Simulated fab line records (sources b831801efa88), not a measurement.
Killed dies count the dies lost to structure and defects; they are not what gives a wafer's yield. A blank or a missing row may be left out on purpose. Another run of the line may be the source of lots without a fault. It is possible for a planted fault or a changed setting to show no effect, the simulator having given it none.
A lot that was struck, set against a sound lot || flow sky130 || 16 steps out of a route of 708
Sound: wafers L221.2, L221.3, L221.6. The struck wafers were L218.2, L218.5, L218.6. The cause is given at the end.
Order at every step that has rows: each side's tool, ch and its chambers, its first start. Under that, the readings that differ: sound wafers || struck wafers || difference of the means || sigmas: that difference in standard deviations of wafers without a fault.
alike: readings whose means differ by less than 2 such deviations, and words and numbers that are the same on both sides. not compared: withheld readings, readings that some wafer has no value for, bounds like >300 that may hide the same value, and numbers for which the record gives no deviation and whose values overlap.
A row with sigmas, a row that says differs or no value, or rows on one side alone: a step with any of these is where the two part. When numbers do not overlap yet have no deviation, they are printed without sigmas and do not part them. A reading that every wafer of one side lacks parts them only if that side has two wafers or more.

first, 1 step without rows for these wafers: SKY_LDD_N_IMPLANT_15.
SKY_LDD_N_STRIP_16: strips in O2/N2.
  sound on plasma asher-02 ch 0,1, day 25 13:47; struck on plasma asher-02 ch 0,1, day 24 10:08
  alike: drypump motor current A, o2 flow sccm, oes product au, strip time to endpoint s
  not compared: rf hours counter h
SKY_LDD_N_TW_MEAS_17:
  sound: film metro-04 at day 25 13:56; struck: film metro-04 at day 24 10:14
{"reading": "LDD_N_TW", "sound": "2604 2597 2595", "struck": "2569 2571 2578", "difference": -26, "sigmas": -2}
then, 7 steps without rows for these wafers: SKY_LDD_P_DEHYDRATE_00 (time 60 s); SKY_LDD_P_HMDS_01 (prime time 60 s); SKY_LDD_P_COAT_02 (resist thk 1140 nm); SKY_LDD_P_SOFTBAKE_03 (time 60 s); SKY_LDD_P_EXPOSE_04 (exposes mask PSDM, target cd 380 nm); SKY_LDD_P_PEB_05; SKY_LDD_P_DEVELOP_06 (develop time 60 s).
SKY_LDD_P_CD_MEAS_07: target cd 380 nm.
  sound: cd sem-02 at day 26 19:01; struck: cd sem-02 at day 25 15:08
{"reading": "cd nm (nm)", "sound": "376.6 380.5 376.7", "struck": "388.8 387.9 385.9", "difference": "+9.6", "sigmas": "+4"}
SKY_LDD_P_OVL_MEAS_08:
  sound: overlay-02 at day 26 19:08; struck: overlay-01 at day 25 15:15
  alike: LDD_P_OVL
SKY_LDD_P_IMPLANT_09:
  sound on implanter-04 ch 0, day 26 19:11; struck on implanter-03 ch 0, day 25 15:18
SKY_LDD_P_STRIP_10: strips in O2/N2.
  sound on plasma asher-03 ch 0,1, day 26 19:19; struck on plasma asher-04 ch 0,1, day 25 15:26
{"reading": "strip time to endpoint s (s)", "sound": "14.29 14.21 14.23", "struck": "14.15 14.12 14.13", "difference": -0.11, "sigmas": -2}
  alike: drypump motor current A, o2 flow sccm, oes product au
  not compared: rf hours counter h
SKY_LDD_P_TW_MEAS_11:
  sound: film metro-01 at day 26 19:25; struck: film metro-02 at day 25 15:47
{"reading": "LDD_P_TW", "sound": "641 643 641", "struck": "563 561 560", "difference": -80, "sigmas": -26}
  not compared: hold
-- here the record skips 24 days between the struck wafers' starts before and after, leaving off in module LDD_P and picking up in module PAD_OPEN (first step shown: number 708 of the route) --
SKY_PAD_OPEN_PROBE_99:
  sound: prober-01 at day 50 15:46; struck: prober-02 at day 49 22:37
{"reading": "model.etest.tip p.rs ohm sq range", "sound": "173.6 160.6 230.3", "struck": "5770 5746 5707", "difference": "+5553", "sigmas": ""}
{"reading": "model.etest.tip p.rs ohm sq", "sound": "6915 6953 6928", "struck": "1.231e+04 1.241e+04 1.226e+04", "difference": "+5.395e+03", "sigmas": ""}
{"reading": "model.etest.tip p.rs ohm sq rim less centre", "sound": "22.12 -19.41 -17.52", "struck": "-2656 -2780 -3021", "difference": -2814, "sigmas": ""}
{"reading": "model.etest.sram pfet latch.drive ua um", "sound": "131.7 133.3 131.2", "struck": "135.7 141.7 133.8", "difference": "+5.0", "sigmas": ""}
{"reading": "model.etest.pfet_01v8.drive ua um range", "sound": "9.587 10.94 9.676", "struck": "16.65 13.26 15.56", "difference": "+5.09", "sigmas": ""}
  alike: killed_at_M0_to_M3, killed_at_M4_up, killed at contacts, killed at front end, killed at other, killed dies, killed open, killed short
  not compared: model.etest.pfet_01v8.r on ohm um, model.etest.pfet_01v8.drive ua um, model.etest.pfet_01v8_hvt.drive ua um

== WHERE THEY PART ==
Earliest at SKY_LDD_N_TW_MEAS_17; latest, in this record, at SKY_LDD_P_TW_MEAS_11. Later steps at which nothing parts them and some readings are alike: SKY_PAD_OPEN_PROBE_99.

WHY: what had been put in by the simulator
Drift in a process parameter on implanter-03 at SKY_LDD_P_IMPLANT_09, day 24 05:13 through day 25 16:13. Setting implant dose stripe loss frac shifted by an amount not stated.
